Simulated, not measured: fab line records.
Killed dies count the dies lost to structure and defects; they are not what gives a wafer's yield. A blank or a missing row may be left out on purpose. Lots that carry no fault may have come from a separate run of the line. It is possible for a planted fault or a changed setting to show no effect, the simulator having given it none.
A struck lot beside a sound one + flow sky130 + 15 steps out of a route of 708
Sound: these wafers, L486.4, L486.5, L486.6. Wafers struck: L495.2, L495.6. The cause is given at the end.
Order at every step that has rows: each side's tool, ch and its chambers, its first start. Under that, the readings that differ: sound wafers + struck wafers + difference of the means + sigmas: that difference in standard deviations of wafers without a fault.
alike: readings whose means differ by less than 2 such deviations, and words and numbers that are the same on both sides. not compared: withheld readings, readings that some wafer has no value for, bounds like >300 that may hide the same value, and numbers for which the record gives no deviation and whose values overlap.
The two part at a step that has a row with sigmas, a row that says differs or no value, or rows on one side only. Numbers that don't overlap but have no deviation are shown without sigmas and don't part them. A reading that every wafer of one side lacks parts them only if that side has two wafers or more.

first, 5 steps without rows for these wafers: SKY_VIA1_STRIP_16 (strips in O2/N2); SKY_VIA1_STRIP_17 (strips in post etch residue remover, time 1200 s); SKY_VIA1_CLEAN_18 (cleans in IPA, time 180 s); SKY_VIA1_CLEAN_19 (cleans in O3/DIW); SKY_VIA1_SPUTTER_20 (material TiN, target thk 20 nm, time 80 s).
SKY_VIA1_CVD_21: deposits W, target thk 270 nm, time 80.902 s.
  sound on cvd_w-01 ch 0,1, day 34 16:57; struck on cvd_w-01 ch 0,1, day 37 14:52
  alike: heater_power_w
SKY_VIA1_RS_MEAS_22: the measuring method here is four-point-probe.
  sound on film_metro-03 at day 34 17:04; struck on film_metro-01 at day 37 14:59
  alike: VIA1_W_RS
SKY_VIA1_THK_MEAS_23: measures by xrf.
  sound on film_metro-03 at day 34 17:10; struck on film_metro-01 at day 37 15:05
  alike: VIA1_W_THK
SKY_VIA1_CMP_24: polishes, stops on SiO2, t overpolish 15 s, target thk 0 nm.
  sound on cmp-01 ch 0,2,3, day 34 17:20; struck on cmp-01 ch 0, day 37 15:08
  alike: edge_zone_pressure_frac, motor_current_A, overpolish_run_s, retaining_ring_pressure_frac, time_to_endpoint_s
then, 1 step without rows for these wafers: SKY_METAL2_SPUTTER_00 (material Ti, target thk 15 nm, time 10 s).
SKY_METAL2_SPUTTER_01: material TiN, target thk 20 nm, time 16.7 s.
  sound on pvd_sputter-03 at day 34 17:31; struck on pvd_sputter-03 at day 37 15:28
  alike: throttle_valve_pct
SKY_METAL2_SPUTTER_02: material AlCu, target thk 250 nm, time 13.3 s.
  sound on pvd_sputter-03 at day 34 17:32; struck on pvd_sputter-03 at day 37 15:29
  alike: throttle_valve_pct
SKY_METAL2_SPUTTER_03: material Ti, target thk 5 nm, time 3.3 s.
  sound on pvd_sputter-03 at day 34 17:34; struck on pvd_sputter-03 at day 37 15:31
| reading                                   | sound             | struck      | difference | sigmas |
|-------------------------------------------|-------------------|-------------|------------|--------|
| model.Ti_of_METAL2_SPUTTER_03.thk_nm (nm) | 5.301 5.242 5.154 | 6.225 6.294 | +1.027     |        |
  alike: throttle_valve_pct
SKY_METAL2_SPUTTER_04: material TiN, target thk 70 nm, time 58.3 s.
  sound on pvd_sputter-03 at day 34 17:35; struck on pvd_sputter-03 at day 37 15:32
  alike: throttle_valve_pct
then, 1 step without rows for these wafers: SKY_PAD_OPEN_PROBE_99.

== WHERE THEY PART ==
Nowhere in this record.

WHY: whatever the simulator had introduced
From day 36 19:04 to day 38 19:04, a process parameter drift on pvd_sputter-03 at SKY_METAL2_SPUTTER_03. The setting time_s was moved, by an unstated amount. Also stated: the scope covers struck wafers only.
